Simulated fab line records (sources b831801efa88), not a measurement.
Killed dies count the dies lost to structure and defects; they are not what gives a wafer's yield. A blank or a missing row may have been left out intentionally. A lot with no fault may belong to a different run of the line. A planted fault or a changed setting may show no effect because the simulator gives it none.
Chamber matching | flow gf180mcu | GF_V3_CVD_00 on hdpcvd-01 has 3 sister chambers
The step deposits SiO2, target thk 600 nm, time 100 s. 6 wafers are shown with their chamber, then 7 later ones without.

== WAFERS, EACH WITH ITS CHAMBER ==
wafer  | chamber | sih4_flow_sccm (sccm)
L977.4 | 2       | 60.04
L986.2 | 1       | 60.13
L986.4 | 0       | 60.02
L986.6 | 1       | 60.07
L987.1 | 0       | 59.79
L987.2 | 2       | 60.11

== WAFERS WITH NO CHAMBER GIVEN ==
wafer  | sih4_flow_sccm (sccm)
L987.4 | 60.05
L988.3 | 60.05
L988.4 | 59.83
L988.6 | 60.30
L990.2 | 60.00
L990.3 | 60.34
L990.5 | 59.69

== EACH ONE'S CHAMBER ==
wafer  | from the rows above          | in truth
L987.4 | can't be placed: 2 or 1 or 0 | 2
L988.3 | can't be placed: 2 or 1 or 0 | 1
L988.4 | can't be placed: 0 or 2 or 1 | 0
L988.6 | can't be placed: 1 or 2 or 0 | 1
L990.2 | can't be placed: 2 or 0 or 1 | 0
L990.3 | can't be placed: 1 or 2 or 0 | 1
L990.5 | can't be placed: 0 or 2 or 1 | 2
0 of 7 placed correctly. Cannot be placed on the basis of these rows: 7; the candidates contain the true chamber in 7. Number placed wrongly: 0.
How it was worked out, from the rows above alone: a wafer's distance from a chamber is the root of the sum, over the readings, of the square of ((its reading less the chamber's mean) divided by the reading's scatter). The wafer belongs to the nearest chamber; if the next one is less than 2 further off, it can't be placed. A chamber's mean is the mean of its shown wafers. The scatter is the square root of a quotient: the sum, over the shown wafers, of each reading's squared deviation from its chamber's mean, divided by wafers minus chambers.
